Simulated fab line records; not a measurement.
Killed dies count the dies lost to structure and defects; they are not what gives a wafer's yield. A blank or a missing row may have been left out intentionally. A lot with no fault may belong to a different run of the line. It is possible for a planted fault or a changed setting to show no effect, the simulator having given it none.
A struck lot beside a sound one / flow gf180mcu / 18 steps out of a route of 602
Sound: the wafers L510.1, L510.3, L510.6. Struck: wafers L518.1, L518.4, L518.5. The cause is given at the end.
Per side, at each step with rows, come the tool, then ch with its chambers, and then its first start. Under that, the readings that differ: sound wafers / struck wafers / difference of the means / sigmas: that difference in standard deviations of wafers without a fault.
alike: words and numbers the same on both sides, and readings whose means are apart by under 2 such deviations; not compared: readings that were withheld, readings missing a value for some wafer, numbers with overlapping values and no deviation given by the record, and bounds like >300 which may hide the same value.
The two part at a step that has a row with sigmas, a row that says differs or no value, or rows on one side only. When numbers do not overlap yet have no deviation, they are printed without sigmas and do not part them. A reading missing from all wafers of one side parts the sides only when that side holds two or more wafers.

first, 2 steps without rows for these wafers: GF_M1_CLEAN_19 (cleans in DIW); GF_V1_CVD_00 (deposits SiO2, target thk 600 nm, time 100 s).
GF_V1_THK_MEAS_01:
  sound: filmMetro-04 at day 19 08:38; struck: filmMetro-01 at day 22 13:59
reading=V1_CVD_00_THK (nm); sound=581 586 586; struck=590 611 611; difference=+20; sigmas=+2
GF_V1_CVD_02: deposits SiO2 from TEOS, target thk 850 nm, time 94.851 s.
  sound on pecvd-02 ch 0,1, day 19 08:41; struck on pecvd-02 ch 0,1, day 22 14:03
  alike: heaterPowerW
GF_V1_THK_MEAS_03:
  sound: filmMetro-01 at day 19 08:46; struck: filmMetro-01 at day 22 14:07
  alike: V1_CVD_02_THK
GF_V1_CMP_04: polishes SiO2.
  sound on cmp-02 ch 2,3, day 19 08:49; struck on cmp-02 ch 0,1,3, day 22 14:16
  alike: motorCurrentA, timeToEndpointS
GF_V1_BOW_MEAS_05:
  sound: filmMetro-04 at day 19 09:07; struck: filmMetro-02 at day 22 14:34
  alike: V1_BOW
then, 5 steps without rows for these wafers: GF_V1_DEHYDRATE_06 (time 60 s); GF_V1_HMDS_07 (prime time 60 s); GF_V1_COAT_08; GF_V1_COAT_09 (resist thk 1000 nm); GF_V1_SOFTBAKE_10 (time 60 s).
GF_V1_EXPOSE_11: exposes mask Via1, target cd 260 nm.
  sound on krfScanner-01 ch 0, day 19 21:42; struck on krfScanner-01 ch 0, day 23 02:15
reading=model.V1.overlayXNm (nm); sound=3.796 3.796 3.796; struck=27.01 27.01 27.01; difference=+23.21; sigmas=
  alike: mask
then, 2 steps without rows for these wafers: GF_V1_PEB_12 (peb time 90 s); GF_V1_DEVELOP_13 (develop time 60 s).
GF_V1_CD_MEAS_14 targets a cd of 260 nm.
  sound: cdSem-02 at day 20 08:54; struck: cdSem-02 at day 23 13:22
  alike: cdNm
GF_V1_OVL_MEAS_15:
  sound: overlay-02 at day 20 09:01; struck: overlay-01 at day 23 13:29
reading=V1_OVL (nm); sound=13 11 7; struck=34 37 38; difference=+26; sigmas=+5
GF_V1_ETCH_16: etches BARC in N2/H2.
  sound on rieDiel-03 ch 0,1,2, day 20 09:04; struck on rieDiel-04 ch 1,2, day 23 13:31
  alike: drypumpMotorCurrentA, oesProductAu, throttleValvePct

== WHERE THEY PART ==
First at GF_V1_THK_MEAS_01; last, within this record, at GF_V1_OVL_MEAS_15. Later steps at which nothing parts them and some readings are alike: GF_V1_ETCH_16.

WHY: whatever the simulator had introduced
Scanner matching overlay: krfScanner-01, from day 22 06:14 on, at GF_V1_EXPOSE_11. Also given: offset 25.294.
